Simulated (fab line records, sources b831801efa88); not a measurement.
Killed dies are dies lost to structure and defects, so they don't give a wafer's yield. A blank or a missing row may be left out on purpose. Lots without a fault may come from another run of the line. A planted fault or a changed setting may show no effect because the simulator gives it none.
A struck lot beside a sound one | flow sky130 | 14 steps out of a route of 708
Sound: wafers L300.2, L300.3, L300.4. Struck: wafers L309.2, L309.4, L309.6. The cause comes at the end.
At each step with rows: each side's tool, then ch and its chambers, then its first start. Under that, the readings that differ: sound wafers | struck wafers | difference of the means | sigmas: that difference in standard deviations of wafers without a fault.
alike: readings whose means differ by less than 2 such deviations, and words and numbers that are the same on both sides. not compared: withheld readings, readings that some wafer has no value for, bounds like >300 that may hide the same value, and numbers for which the record gives no deviation and whose values overlap.
The two part at a step that has a row with sigmas, a row that says differs or no value, or rows on one side only. Numbers that don't overlap but have no deviation are shown without sigmas and don't part them. A reading that every wafer of one side lacks parts them only if that side has two wafers or more.

first, 3 steps without rows for these wafers: SKY_METAL5_STRIP_17 (strips in post etch residue remover, time 1200 s); SKY_METAL5_CLEAN_18 (cleans in IPA, time 180 s); SKY_METAL5_CLEAN_19 (cleans in O3/DIW).
SKY_PASSIVATION_CVD_00: deposits SiO2, target thk 90 nm.
  sound on pecvd-03 ch 0,1,2, day 46 05:36; struck on pecvd-01 ch 0,1, day 48 08:55
  alike: heater_power_w
SKY_PASSIVATION_THK_MEAS_01:
  sound on film_metro-04, day 46 05:38; struck on film_metro-04, day 48 08:57
  alike: PASSIVATION_CVD_00_THK
SKY_PASSIVATION_CVD_02: deposits Si3N4, target thk 540 nm.
  sound on pecvd-01 ch 1,2, day 46 05:41; struck on pecvd-02 ch 0,1, day 48 09:00
  alike: heater_power_w
SKY_PASSIVATION_THK_MEAS_03:
  sound on film_metro-01, day 46 05:55; struck on film_metro-01, day 48 09:14
  alike: PASSIVATION_CVD_02_THK
then, 5 steps without rows for these wafers: SKY_PASSIVATION_DEHYDRATE_04 (time 60 s); SKY_PASSIVATION_HMDS_05 (prime time 60 s); SKY_PASSIVATION_COAT_06 (resist thk 3000 nm); SKY_PASSIVATION_SOFTBAKE_07; SKY_PASSIVATION_EXPOSE_08 (exposes mask NSM, target cd 3000 nm).
SKY_PASSIVATION_PEB_09:
  sound on litho_track-02 ch 0, day 47 02:00; struck on litho_track-04, day 49 04:00
  no value came back on the struck wafers for chill_plate_temp_C (C), exhaust_pa (Pa); on the sound wafers chill_plate_temp_C (C) reads 22.85 23.12 23.05
then, 1 step without rows for these wafers: SKY_PASSIVATION_DEVELOP_10 (develop time 60 s).

WHERE THEY PART
Only at SKY_PASSIVATION_PEB_09, within this record.

WHY: what the simulator had put in
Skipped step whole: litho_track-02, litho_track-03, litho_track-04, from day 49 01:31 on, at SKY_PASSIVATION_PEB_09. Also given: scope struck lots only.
